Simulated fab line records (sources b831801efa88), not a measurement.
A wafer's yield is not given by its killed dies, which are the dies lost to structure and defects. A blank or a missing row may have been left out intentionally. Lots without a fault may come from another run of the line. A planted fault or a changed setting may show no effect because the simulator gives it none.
Matching of chambers / flow sky130 / SKY_VIA1_CMP_24 on cmp-02: 4 sister chambers
The step polishes, stops on SiO2, t overpolish 15 s, target thk 0 nm. 8 wafers are shown with their chamber, then 12 later ones without.

## EACH WAFER AND ITS CHAMBER
wafer=L082.4; chamber=0; motor current A (A)=10.7; time to endpoint s (s)=66.2
wafer=L088.2; chamber=0; motor current A (A)=10.8; time to endpoint s (s)=65.1
wafer=L089.1; chamber=1; motor current A (A)=11.1; time to endpoint s (s)=63.9
wafer=L089.5; chamber=1; motor current A (A)=10.5; time to endpoint s (s)=61.2
wafer=L089.6; chamber=2; motor current A (A)=12.7; time to endpoint s (s)=63.6
wafer=L091.3; chamber=3; motor current A (A)=12.2; time to endpoint s (s)=65.6
wafer=L091.5; chamber=3; motor current A (A)=13.2; time to endpoint s (s)=69.3
wafer=L091.6; chamber=2; motor current A (A)=12.3; time to endpoint s (s)=64.3

## WAFERS WITHOUT THEIR CHAMBER
wafer=L092.2; motor current A (A)=10.8; time to endpoint s (s)=64.5
wafer=L092.5; motor current A (A)=11.0; time to endpoint s (s)=65.9
wafer=L092.6; motor current A (A)=12.9; time to endpoint s (s)=68.0
wafer=L094.1; motor current A (A)=10.4; time to endpoint s (s)=65.5
wafer=L094.4; motor current A (A)=12.3; time to endpoint s (s)=64.9
wafer=L094.5; motor current A (A)=10.5; time to endpoint s (s)=65.3
wafer=L096.2; motor current A (A)=12.3; time to endpoint s (s)=59.5
wafer=L096.4; motor current A (A)=12.1; time to endpoint s (s)=59.5
wafer=L096.5; motor current A (A)=12.3; time to endpoint s (s)=59.1
wafer=L097.3; motor current A (A)=12.1; time to endpoint s (s)=61.2
wafer=L097.4; motor current A (A)=11.1; time to endpoint s (s)=59.8
wafer=L097.5; motor current A (A)=10.8; time to endpoint s (s)=59.3

## CHAMBER TAKEN BY EACH
wafer=L092.2; from the rows above=can't be placed: 0 or 1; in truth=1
wafer=L092.5; from the rows above=can't be placed: 0 or 1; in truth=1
wafer=L092.6; from the rows above=3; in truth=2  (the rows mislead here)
wafer=L094.1; from the rows above=can't be placed: 0 or 1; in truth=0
wafer=L094.4; from the rows above=can't be placed: 2 or 3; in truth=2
wafer=L094.5; from the rows above=can't be placed: 0 or 1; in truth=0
wafer=L096.2; from the rows above=can't be placed: 2 or 1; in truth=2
wafer=L096.4; from the rows above=can't be placed: 2 or 1 or 0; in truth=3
wafer=L096.5; from the rows above=can't be placed: 2 or 1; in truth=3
wafer=L097.3; from the rows above=can't be placed: 2 or 1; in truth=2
wafer=L097.4; from the rows above=can't be placed: 1 or 0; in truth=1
wafer=L097.5; from the rows above=can't be placed: 1 or 0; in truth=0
0 of 12 placed correctly. These rows do not allow placing 11 (true chamber among the candidates in 9). 1 placed wrongly.
How it was worked out, from the rows above alone: a wafer's distance from a chamber is the root of the sum, over the readings, of the square of ((its reading less the chamber's mean) divided by the reading's scatter). The wafer belongs to the nearest chamber; if the next one is less than 2 further off, it can't be placed. Each chamber's mean is taken over the wafers shown for it. The scatter: take each reading less its chamber's mean, square it, sum over the shown wafers, divide by the number of wafers less the number of chambers, and take the root.
